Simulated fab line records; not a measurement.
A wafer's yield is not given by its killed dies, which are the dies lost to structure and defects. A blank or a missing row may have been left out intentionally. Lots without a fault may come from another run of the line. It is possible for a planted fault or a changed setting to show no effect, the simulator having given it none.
fab line records	flow gf180mcu
[record] lots = 5	wafers = 23
route steps=602 shown M3@411 V3@429 V4@485 MIM@507 M5@531 V5@540 TOP_METAL@580
start_h: start of the lot's first displayed wafer, in hours after the record's first day	wait_h: hours elapsed since this lot's preceding step	" identical to the entry in the row above	L1.1+2: one row covering several wafers at once	- no value, or no start was given	* or withheld: withheld	< > ~ a bound
route shown NAME@n: names a module that has steps shown in the file, with the first one's number in the route	usual: mean/standard deviation of fault-free wafers	same: alike in all rows	chamber/n: place in a boat	sites: readings site by site	_std_site: standard deviation of those values	_edge_site: outer sites' mean less inner sites'	radius_mm: how far each site lies from the wafer's centre	mask NAME#n: copy n	behind: the most recent tool/chamber to have shaped the wafer	hold: why the lot went on hold/how many hours it stayed there/how the hold came to an end	device: the n, p or np transistor that did not switch	end of line: the route-end tests of the same wafers	a step without rows: its recipe alone	killed: the dies lost at the first sort to structure and to defects; this is not the yield of the wafer	map: per-die view of a wafer (x killed, . not killed, _ where there is no die)
set.NAME: the setting the step ran with; set.NAME@STEP: the setting that earlier step ran with	model.NAME: the simulator's own value behind a step, which no gauge read
one table per step and one row per wafer, for lots whose settings were changed on purpose
[[steps]]
[step GF_M3_SPUTTER_02]
[recipe] material = AlCu	target_thk_nm = 450	power_w = 10600	time_s = 23.9	chamber_pressure_pa = 0.4
lot.wafer	tool	chamber	start_h	wait_h	set.chamber_pressure_pa	model.AlCu_of_M3_SPUTTER_02.thk_nm
L075.2	pvd_sputter-04	-	465.00	0.0	0.4546	433.8
L075.3	"	-	"	"	0.4546	435.5
L075.4	"	-	"	"	0.4546	431.8
L075.5	"	-	"	"	0.4546	434.2
L075.6	"	-	"	"	0.4546	432.2
L078.1	pvd_sputter-02	-	507.89	0.0	0.3666	453.5
L078.2	"	-	"	"	0.3666	455.8
L078.3	"	-	"	"	0.3666	457.5
L078.5	"	-	"	"	0.3666	451.9
L078.6	"	-	"	"	0.3666	454.5
L079.1	pvd_sputter-02	-	516.31	0.0	0.4381	435.8
L079.2	"	-	"	"	0.4381	431.7
L079.3	"	-	"	"	0.4381	434.6
L079.5	"	-	"	"	0.4381	431.2
L079.6	"	-	"	"	0.4381	433.8
L080.2	pvd_sputter-04	-	527.39	0.0	0.4	456.4
L080.5	"	-	"	"	0.4	452.6
L080.6	"	-	"	"	0.4	458.6
L083.1	pvd_sputter-02	-	554.52	0.0	0.4206	443.1
L083.2	"	-	"	"	0.4206	444.8
L083.3	"	-	"	"	0.4206	443.7
L083.4	"	-	"	"	0.4206	443.6
L083.5	"	-	"	"	0.4206	443.8
[step GF_V3_CVD_00]
[recipe] material = SiO2	target_thk_nm = 600	sigma_open_frac = 0.3	temp_c = 400	time_s = 100	sih4_flow_sccm = 60	pressure_mtorr = 6
lot.wafer	tool	chamber	start_h	wait_h	set.sih4_flow_sccm	model.SiO2_of_V3_CVD_00.thk_nm
L075.2	hdpcvd-02	1	490.11	0.0	52.89	529.2
L075.3	"	2	"	"	60	592.3
L075.4	"	1	"	"	60	599.9
L075.5	"	2	"	"	52.89	525.9
L075.6	"	0	"	"	60	597
L078.1	hdpcvd-01	2	532.09	0.0	60	590.2
L078.2	"	1	"	"	68.23	676.1
L078.3	"	2	"	"	60	592.9
L078.5	"	1	"	"	68.23	683
L078.6	"	2	"	"	60	594.5
L079.1	hdpcvd-01	2	540.37	0.0	56.85	562.5
L079.2	"	1	"	"	56.85	571
L079.3	"	1	"	"	60	600.5
L079.5	"	2	"	"	60	599.5
L079.6	"	1	"	"	56.85	578.4
L080.2	hdpcvd-01	2	550.78	0.0	60	598.6
L080.5	"	1	"	"	60	604.2
L080.6	"	0	"	"	60	608.6
L083.1	hdpcvd-01	2	576.26	0.0	60	593.2
L083.2	"	0	"	"	60	601.1
L083.3	"	1	"	"	60	596.9
L083.4	"	2	"	"	68.65	680.1
L083.5	"	0	"	"	68.65	690.9
[step GF_V3_THK_MEAS_01]
[recipe] reads = SiO2_of_V3_CVD_00
[usual] V3_CVD_00_THK = 600/7.2
lot.wafer	tool	chamber	start_h	wait_h	set.sih4_flow_sccm@V3_CVD_00	V3_CVD_00_THK[nm]
L075.2	film_metro-03	-	490.19	0.0	52.89	530
L075.3	"	-	"	"	60	593
L075.4	"	-	"	"	60	600
L075.5	"	-	"	"	52.89	526
L075.6	"	-	"	"	60	597
L078.1	film_metro-03	-	532.20	0.1	60	590
L078.2	"	-	"	"	68.23	676
L078.3	"	-	"	"	60	593
L078.5	"	-	"	"	68.23	683
L078.6	"	-	"	"	60	594
L079.1	film_metro-03	-	540.48	0.1	56.85	563
L079.2	"	-	"	"	56.85	571
L079.3	"	-	"	"	60	600
L079.5	"	-	"	"	60	600
L079.6	"	-	"	"	56.85	578
L080.2	film_metro-03	-	550.86	0.0	60	599
L080.5	"	-	"	"	60	604
L080.6	"	-	"	"	60	609
L083.1	film_metro-01	-	576.33	0.0	60	593
L083.2	"	-	"	"	60	601
L083.3	"	-	"	"	60	597
L083.4	"	-	"	"	68.65	681
L083.5	"	-	"	"	68.65	692
[step GF_V3_SPUTTER_22]
[recipe] material = TiN	target_thk_nm = 10	chamber_pressure_pa = 5	power_w = 4000	time_s = 40
lot.wafer	tool	chamber	start_h	wait_h	set.time_s	model.TiN_of_V3_SPUTTER_22.thk_nm
L075.2	pvd_sputter-02	-	514.60	0.0	40	9.905
L075.3	"	-	"	"	40	10.13
L075.4	"	-	"	"	40	10.02
L075.5	"	-	"	"	40	9.929
L075.6	"	-	"	"	40	9.956
L078.1	pvd_sputter-02	-	556.62	0.0	40	10.04
L078.2	"	-	"	"	43.19	11.08
L078.3	"	-	"	"	43.19	11.1
L078.5	"	-	"	"	40	10.18
L078.6	"	-	"	"	40	10.26
L079.1	pvd_sputter-03	-	564.07	0.0	44.65	11.35
L079.2	"	-	"	"	44.65	11.05
L079.3	"	-	"	"	40	10.09
L079.5	"	-	"	"	40	10.16
L079.6	"	-	"	"	40	9.83
L080.2	pvd_sputter-04	-	573.25	0.0	40	9.848
L080.5	"	-	"	"	40	9.904
L080.6	"	-	"	"	40	9.76
L083.1	pvd_sputter-03	-	598.36	0.0	40	10.19
L083.2	"	-	"	"	40	10.34
L083.3	"	-	"	"	40	10.26
L083.4	"	-	"	"	40	10.25
L083.5	"	-	"	"	40	10.13
[step GF_V4_COAT_09]
[recipe] resist = KrF	spin_rpm = withheld	resist_thk_nm = 1000
lot.wafer	tool	chamber	start_h	wait_h	set.resist_thk_nm	model.KrF_of_V4_COAT_09.thk_nm
L075.2	litho_track-03	0	-	-	1000	999.5
L075.3	"	0	"	"	1000	1001
L075.4+6	"	0	"	"	1000	1003
L075.5	"	0	"	"	1000	1002
L078.1	litho_track-01	0	-	-	1000	1003
L078.2	"	0	"	"	1000	1004
L078.3	"	0	"	"	1016	1019
L078.5	"	0	"	"	1016	1020
L078.6	"	0	"	"	1000	999
L079.1	litho_track-02	0	-	-	948.7	941.7
L079.2	"	0	"	"	1000	995.1
L079.3	"	0	"	"	948.7	945.7
L079.5	"	0	"	"	1000	993.9
L079.6	"	0	"	"	1000	996.1
L080.2	litho_track-03	0	-	-	1000	1004
L080.5+6	"	0	"	"	1000	1002
L083.1	litho_track-01	0	-	-	1016	1012
L083.2+4	"	0	"	"	1000	996.8
L083.3	"	0	"	"	1016	1014
L083.5	"	0	"	"	1000	997.6
[step GF_V4_PEB_12]
[recipe] peb_temp_c = 135	peb_time_s = 90	resist = KrF
lot.wafer	tool	chamber	start_h	wait_h	set.peb_time_s
L075.2+3+6	litho_track-01	0	-	-	77.1
L075.4+5	"	0	"	"	90
L078.1+2	litho_track-03	0	-	-	90
L078.3+5+6	"	0	"	"	77.69
L079.1+2+6	litho_track-01	0	-	-	95.75
L079.3+5	"	0	"	"	90
L080.2+5+6	litho_track-03	0	-	-	90
L083.1+3+5	litho_track-02	0	-	-	85.97
L083.2+4	"	0	"	"	90
[step GF_V4_DEVELOP_13]
[recipe] develop_time_s = 60	resist = KrF	dev_temp_c = 21
[step GF_V4_CD_MEAS_14]
[recipe] target_cd_nm = 260
[usual] cd_nm = 259.6/1.3
lot.wafer	tool	chamber	start_h	wait_h	set.peb_time_s@V4_PEB_12	cd_nm
L075.2	cd_sem-01	-	562.04	0.1	77.1	254.3
L075.3	"	-	"	"	77.1	254.9
L075.4	"	-	"	"	90	258.7
L075.5	"	-	"	"	90	258.5
L075.6	"	-	"	"	77.1	254.0
L078.1	cd_sem-02	-	600.00	0.1	90	259.6
L078.2	"	-	"	"	90	259.8
L078.3	"	-	"	"	77.69	255.5
L078.5	"	-	"	"	77.69	255.4
L078.6	"	-	"	"	77.69	255.6
L079.1	cd_sem-01	-	608.32	0.1	95.75	263.8
L079.2	"	-	"	"	95.75	263.6
L079.3	"	-	"	"	90	263.7
L079.5	"	-	"	"	90	261.8
L079.6	"	-	"	"	95.75	261.7
L080.2	cd_sem-01	-	616.97	0.1	90	259.0
L080.5	"	-	"	"	90	260.5
L080.6	"	-	"	"	90	259.4
L083.1	cd_sem-01	-	641.24	0.1	85.97	257.2
L083.2	"	-	"	"	90	259.5
L083.3	"	-	"	"	85.97	256.8
L083.4	"	-	"	"	90	259.1
L083.5	"	-	"	"	85.97	258.0
[step GF_V4_SPUTTER_22]
[recipe] material = TiN	target_thk_nm = 10	chamber_pressure_pa = 5	power_w = 4000	time_s = 40
lot.wafer	tool	chamber	start_h	wait_h	set.time_s	model.TiN_of_V4_SPUTTER_22.thk_nm
L075.2	pvd_sputter-01	-	563.25	0.0	40	10.18
L075.3	"	-	"	"	42.74	10.85
L075.4	"	-	"	"	40	10.03
L075.5	"	-	"	"	42.74	10.67
L075.6	"	-	"	"	42.74	10.72
L078.1+3	pvd_sputter-03	-	600.88	0.0	42.92	10.71
L078.2	"	-	"	"	40	9.915
L078.5	"	-	"	"	42.92	10.61
L078.6	"	-	"	"	40	10.02
L079.1	pvd_sputter-02	-	609.29	0.0	42.34	10.63
L079.2	"	-	"	"	42.34	10.72
L079.3	"	-	"	"	40	9.776
L079.5	"	-	"	"	42.34	10.51
L079.6	"	-	"	"	40	10.04
L080.2	pvd_sputter-03	-	617.87	0.0	40	9.931
L080.5	"	-	"	"	40	10.08
L080.6	"	-	"	"	40	9.919
L083.1	pvd_sputter-02	-	642.12	0.0	37.31	9.437
L083.2	"	-	"	"	37.31	9.33
L083.3	"	-	"	"	40	10.13
L083.4	"	-	"	"	37.31	9.559
L083.5	"	-	"	"	40	10.28
[step GF_MIM_SPUTTER_04]
[recipe] material = TiN	target_thk_nm = 50	power_w = 6500	time_s = 41.7	chamber_pressure_pa = 0.4
lot.wafer	tool	chamber	start_h	wait_h	set.power_w	model.TiN_of_MIM_SPUTTER_04.thk_nm
L075.2	pvd_sputter-02	-	564.08	0.0	7130	56.02
L075.3	"	-	"	"	6500	50.78
L075.4	"	-	"	"	7130	54.68
L075.5	"	-	"	"	7130	55.51
L075.6	"	-	"	"	6500	50.84
L078.1	pvd_sputter-01	-	601.69	0.0	6500	50.29
L078.2	"	-	"	"	6903	53.63
L078.3	"	-	"	"	6903	53.52
L078.5	"	-	"	"	6903	53.48
L078.6	"	-	"	"	6500	50.18
L079.1	pvd_sputter-02	-	610.10	0.0	6813	52.68
L079.2	"	-	"	"	6813	52.28
L079.3	"	-	"	"	6813	52.69
L079.5	"	-	"	"	6500	49.72
L079.6	"	-	"	"	6500	49.81
L080.2	pvd_sputter-02	-	618.69	0.0	6500	48.84
L080.5	"	-	"	"	6500	49.78
L080.6	"	-	"	"	6500	49.42
L083.1	pvd_sputter-01	-	642.94	0.0	6500	49.85
L083.2	"	-	"	"	6152	47.69
L083.3	"	-	"	"	6152	47.3
L083.4	"	-	"	"	6152	47.5
L083.5	"	-	"	"	6500	49.45
[step GF_M5_PEB_05]
[recipe] peb_temp_c = 135	peb_time_s = 90	resist = KrF
lot.wafer	tool	chamber	start_h	wait_h	set.peb_time_s
L075.2+4+6	litho_track-04	0	-	-	90
L075.3+5	"	0	"	"	80.41
L078.1+2+3	litho_track-01	0	-	-	79.94
L078.5+6	"	0	"	"	90
L079.1+2+3+5+6	litho_track-02	0	-	-	90
L080.2+5+6	litho_track-04	0	-	-	90
L083.1+2	litho_track-01	0	-	-	90
L083.3+4+5	"	0	"	"	80.13
[step GF_M5_DEVELOP_06]
[recipe] develop_time_s = 60	dev_temp_c = 21
[step GF_M5_ETCH_09]
[recipe] chemistry = CF4/O2	target = Si3N4	target_depth_nm = 52	source_w = 800	bias_w = 150	pressure_mtorr = 150	cf4_flow_sccm = 80	O2_flow_sccm = 10	time_s = 11.6
lot.wafer	tool	chamber	start_h	wait_h	set.peb_time_s@M5_PEB_05	model.M5.cd_nm
L075.2	rie_diel-02	3	607.82	0.0	90	282.5
L075.3	"	2	"	"	80.41	286.2
L075.4	"	2	"	"	90	281.8
L075.5	"	3	"	"	80.41	283.9
L075.6	"	1	"	"	90	280.9
L078.1	rie_diel-03	3	642.17	0.0	79.94	281.7
L078.2	"	0	"	"	79.94	282.7
L078.3	"	1	"	"	79.94	282
L078.5	"	0	"	"	90	279.1
L078.6	"	3	"	"	90	280.4
L079.1	rie_diel-01	1	649.69	0.0	90	280
L079.2	"	2	"	"	90	279.3
L079.3	"	3	"	"	90	279.7
L079.5	"	1	"	"	90	279.5
L079.6	"	2	"	"	90	278.7
L080.2	rie_diel-01	0	658.22	0.0	90	279.4
L080.5	"	3	"	"	90	279.5
L080.6	"	2	"	"	90	278.8
L083.1	rie_diel-03	0	681.32	0.0	90	279.2
L083.2	"	2	"	"	90	280.2
L083.3	"	3	"	"	80.13	283.5
L083.4	"	1	"	"	80.13	281.5
L083.5	"	2	"	"	80.13	283
[step GF_V5_CVD_00]
[recipe] material = SiO2	target_thk_nm = 300	sigma_open_frac = 0.3	temp_c = 400	time_s = 50	sih4_flow_sccm = 60	pressure_mtorr = 6
lot.wafer	tool	chamber	start_h	wait_h	set.sih4_flow_sccm	model.SiO2_of_V5_CVD_00.thk_nm
L075.2	hdpcvd-01	1	608.53	0.0	60	296.8
L075.3	"	0	"	"	60	300.9
L075.4	"	2	"	"	60	300.4
L075.5	"	1	"	"	60	293.3
L075.6	"	0	"	"	60	302.3
L078.1	hdpcvd-01	2	642.87	0.0	51.64	260.4
L078.2	"	0	"	"	51.64	261.9
L078.3	"	1	"	"	60	297.3
L078.5	"	1	"	"	51.64	258.5
L078.6	"	2	"	"	60	304.8
L079.1	hdpcvd-02	2	650.46	0.0	63.2	315.5
L079.2	"	0	"	"	60	299
L079.3	"	1	"	"	63.2	316
L079.5	"	2	"	"	60	298.6
L079.6	"	1	"	"	63.2	319.7
L080.2	hdpcvd-01	1	658.92	0.0	60	294.7
L080.5	"	1	"	"	60	296.9
L080.6	"	2	"	"	60	306.1
L083.1	hdpcvd-02	0	682.00	0.0	66.56	338.4
L083.2	"	1	"	"	60	307.3
L083.3	"	2	"	"	66.56	336.1
L083.4	"	0	"	"	60	303.1
L083.5	"	1	"	"	66.56	338.9
[step GF_V5_THK_MEAS_01]
[recipe] reads = SiO2_of_V5_CVD_00
[usual] V5_CVD_00_THK = 300/3.7
lot.wafer	tool	chamber	start_h	wait_h	set.sih4_flow_sccm@V5_CVD_00	V5_CVD_00_THK[nm]
L075.2	film_metro-01	-	608.58	0.0	60	297
L075.3	"	-	"	"	60	301
L075.4	"	-	"	"	60	300
L075.5	"	-	"	"	60	293
L075.6	"	-	"	"	60	302
L078.1	film_metro-04	-	642.92	0.0	51.64	260
L078.2	"	-	"	"	51.64	262
L078.3	"	-	"	"	60	297
L078.5	"	-	"	"	51.64	259
L078.6	"	-	"	"	60	305
L079.1	film_metro-03	-	650.50	0.0	63.2	316
L079.2	"	-	"	"	60	299
L079.3	"	-	"	"	63.2	316
L079.5	"	-	"	"	60	299
L079.6	"	-	"	"	63.2	320
L080.2	film_metro-03	-	658.97	0.0	60	295
L080.5	"	-	"	"	60	297
L080.6	"	-	"	"	60	306
L083.1	film_metro-04	-	682.04	0.0	66.56	338
L083.2	"	-	"	"	60	308
L083.3	"	-	"	"	66.56	336
L083.4	"	-	"	"	60	303
L083.5	"	-	"	"	66.56	339
[step GF_V5_CMP_04]
[recipe] material = SiO2	down_force_psi = 4	platen_rpm = 60	pad_velocity_m_s = 0.94248
lot.wafer	tool	chamber	start_h	wait_h	set.leave_above_ref_nm	model.SiO2_of_V5_CVD_02.thk_nm
L075.3	cmp-02	1	608.85	0.1	894.7	896
L075.2	"	2	"	"	894.7	894.6
L075.4	"	3	"	"	894.7	893.6
L075.5	"	0	"	"	855	853.8
L075.6	"	1	"	"	855	855.7
L078.3+1+6	cmp-01	2,0,3	643.14	0.0	855	853.6
L078.2	"	3	"	"	855	852.7
L078.5	"	2	"	"	855	853.1
L079.1	cmp-01	0	650.98	0.3	855	853.6
L079.3	"	1	"	"	871.3	870.4
L079.2	"	2	"	"	855	853.9
L079.6	"	3	"	"	871.3	870.8
L079.5	"	0	"	"	871.3	870.5
L080.2	cmp-01	1	659.19	0.0	855	855.2
L080.5	"	1	"	"	855	854.8
L080.6	"	2	"	"	855	856.6
L083.2	cmp-02	2	682.32	0.0	871.5	871.2
L083.1	"	3	"	"	871.5	870.4
L083.3	"	0	"	"	871.5	871
L083.4	"	1	"	"	855	854.9
L083.5	"	2	"	"	855	854
[step GF_V5_DEHYDRATE_06]
[recipe] temp_c = 200	time_s = 60
[step GF_V5_ETCH_16]
[recipe] chemistry = N2/H2	target_depth_a = withheld	overetch_a = withheld	time_s = withheld	target = BARC	ion_energy_ev = 200	source_w = 500	bias_w = 100	pressure_mtorr = 30	n2_flow_sccm = 100	h2_flow_sccm = 200
[step GF_V5_ETCH_17]
[recipe] chemistry = C4F8/O2/Ar	mask_material = KrF	target = SiO2	stop_on = TiN	source_w = 1500	bias_w = 1200	pressure_mtorr = 40	c4f8_flow_sccm = withheld	O2_flow_sccm = 6	Ar_flow_sccm = 300	time_s = withheld	target_depth_a = 8550
[usual] oes_product_au = 0.860/0.0044
lot.wafer	tool	chamber	start_h	wait_h	set.leave_above_ref_nm@V5_CMP_04	oes_product_au	model.V5.feature_depth_nm
L075.2	rie_diel-04	2	-	-	894.7	0.889	894.6
L075.3	"	0	"	"	894.7	0.884	896
L075.4	"	3	"	"	894.7	0.882	893.6
L075.5	"	2	"	"	855	0.862	853.8
L075.6	"	3	"	"	855	0.863	855.7
L078.1	rie_diel-03	1	-	-	855	0.855	853.6
L078.2	"	3	"	"	855	0.858	852.7
L078.3	"	2	"	"	855	0.857	853.6
L078.5	"	2	"	"	855	0.859	853.1
L078.6	"	1	"	"	855	0.863	853.6
L079.1	rie_diel-03	2	-	-	855	0.856	853.6
L079.2	"	3	"	"	855	0.852	853.9
L079.3	"	0	"	"	871.3	0.875	870.4
L079.5	"	3	"	"	871.3	0.865	870.5
L079.6	"	2	"	"	871.3	0.872	870.8
L080.2	rie_diel-02	0	-	-	855	0.859	855.2
L080.5	"	3	"	"	855	0.860	854.8
L080.6	"	2	"	"	855	0.876	856.6
L083.1	rie_diel-04	0	-	-	871.5	0.876	870.4
L083.2	"	2	"	"	871.5	0.878	871.2
L083.3	"	1	"	"	871.5	0.870	871
L083.4	"	2	"	"	855	0.861	854.9
L083.5	"	0	"	"	855	0.862	854
[step GF_TOP_METAL_DEVELOP_13]
[recipe] develop_time_s = 60	dev_temp_c = 23
lot.wafer	tool	chamber	start_h	wait_h	set.develop_time_s
L075.2+3+6	litho_track-02	0	650.31	0.1	60
L075.4+5	"	0	"	"	57.56
L078.1+2+3+5+6	litho_track-02	0	683.64	0.1	60
L079.1+2+6	litho_track-02	0	690.74	0.1	67.8
L079.3+5	"	0	"	"	60
L080.2+5+6	litho_track-02	0	698.76	0.1	60
L083.1+2+5	litho_track-03	0	720.55	0.1	64.19
L083.3+4	"	0	"	"	60
[step GF_TOP_METAL_CD_MEAS_14]
[recipe] target_cd_nm = 440
[usual] cd_nm = 440.2/2.2
lot.wafer	tool	chamber	start_h	wait_h	set.develop_time_s@TOP_METAL_DEVELOP_13	cd_nm
L075.2	cd_sem-02	-	650.49	0.2	60	438.8
L075.3	"	-	"	"	60	438.4
L075.4	"	-	"	"	57.56	443.8
L075.5	"	-	"	"	57.56	444.6
L075.6	"	-	"	"	60	440.5
L078.1	cd_sem-01	-	683.79	0.1	60	445.4
L078.2	"	-	"	"	60	445.3
L078.3	"	-	"	"	60	443.9
L078.5	"	-	"	"	60	442.9
L078.6	"	-	"	"	60	445.7
L079.1	cd_sem-02	-	690.89	0.1	67.8	424.8
L079.2	"	-	"	"	67.8	426.3
L079.3	"	-	"	"	60	438.1
L079.5	"	-	"	"	60	438.7
L079.6	"	-	"	"	67.8	426.7
L080.2	cd_sem-01	-	698.91	0.1	60	436.0
L080.5	"	-	"	"	60	438.8
L080.6	"	-	"	"	60	436.5
L083.1	cd_sem-01	-	720.70	0.1	64.19	434.9
L083.2	"	-	"	"	64.19	435.8
L083.3	"	-	"	"	60	443.5
L083.4	"	-	"	"	60	441.0
L083.5	"	-	"	"	64.19	435.7
[[key]]
[split] step = GF_M3_SPUTTER_02	setting = chamber_pressure_pa	stated = 0.4	by = lot
[response] step = GF_M3_SPUTTER_02	reading = model.AlCu_of_M3_SPUTTER_02.thk_nm	change = -1.11	per = 1%	r = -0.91
[split] step = GF_V3_CVD_00	setting = sih4_flow_sccm	stated = 60	by = wafer
[response] step = GF_V3_CVD_00	reading = model.SiO2_of_V3_CVD_00.thk_nm	change = +6.1	per = 1%	r = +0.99
[response] step = GF_V3_THK_MEAS_01	reading = V3_CVD_00_THK	change = +6.11	per = 1%	r = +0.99
[split] step = GF_V3_SPUTTER_22	setting = time_s	stated = 40	by = wafer
[response] step = GF_V3_SPUTTER_22	reading = model.TiN_of_V3_SPUTTER_22.thk_nm	change = +0.106	per = 1%	r = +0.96
[split] step = GF_V4_COAT_09	setting = resist_thk_nm	stated = 1000	by = wafer
[response] step = GF_V4_COAT_09	reading = model.KrF_of_V4_COAT_09.thk_nm	change = +10.1	per = 1%	r = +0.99
[split] step = GF_V4_PEB_12	setting = peb_time_s	stated = 90	by = wafer
[response] step = GF_V4_CD_MEAS_14	reading = cd_nm	change = +0.282	per = 1%	r = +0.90
[split] step = GF_V4_SPUTTER_22	setting = time_s	stated = 40	by = wafer
[response] step = GF_V4_SPUTTER_22	reading = model.TiN_of_V4_SPUTTER_22.thk_nm	change = +0.105	per = 1%	r = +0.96
[split] step = GF_MIM_SPUTTER_04	setting = power_w	stated = 6500	by = wafer
[response] step = GF_MIM_SPUTTER_04	reading = model.TiN_of_MIM_SPUTTER_04.thk_nm	change = +0.488	per = 1%	r = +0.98
[split] step = GF_M5_PEB_05	setting = peb_time_s	stated = 90	by = wafer
[response] step = GF_M5_ETCH_09	reading = model.M5.cd_nm	change = -0.264	per = 1%	r = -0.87
[split] step = GF_V5_CVD_00	setting = sih4_flow_sccm	stated = 60	by = wafer
[response] step = GF_V5_CVD_00	reading = model.SiO2_of_V5_CVD_00.thk_nm	change = +2.99	per = 1%	r = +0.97
[response] step = GF_V5_THK_MEAS_01	reading = V5_CVD_00_THK	change = +2.99	per = 1%	r = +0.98
[split] step = GF_V5_CMP_04	setting = leave_above_ref_nm	stated = 855	by = wafer
[response] step = GF_V5_CMP_04	reading = model.SiO2_of_V5_CVD_02.thk_nm	change = +8.62	per = 1%	r = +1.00
[response] step = GF_V5_ETCH_17	reading = oes_product_au	change = +0.00553	per = 1%	r = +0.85
[response] step = GF_V5_ETCH_17	reading = model.V5.feature_depth_nm	change = +8.62	per = 1%	r = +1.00
[split] step = GF_TOP_METAL_DEVELOP_13	setting = develop_time_s	stated = 60	by = wafer
[response] step = GF_TOP_METAL_CD_MEAS_14	reading = cd_nm	change = -0.979	per = 1%	r = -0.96
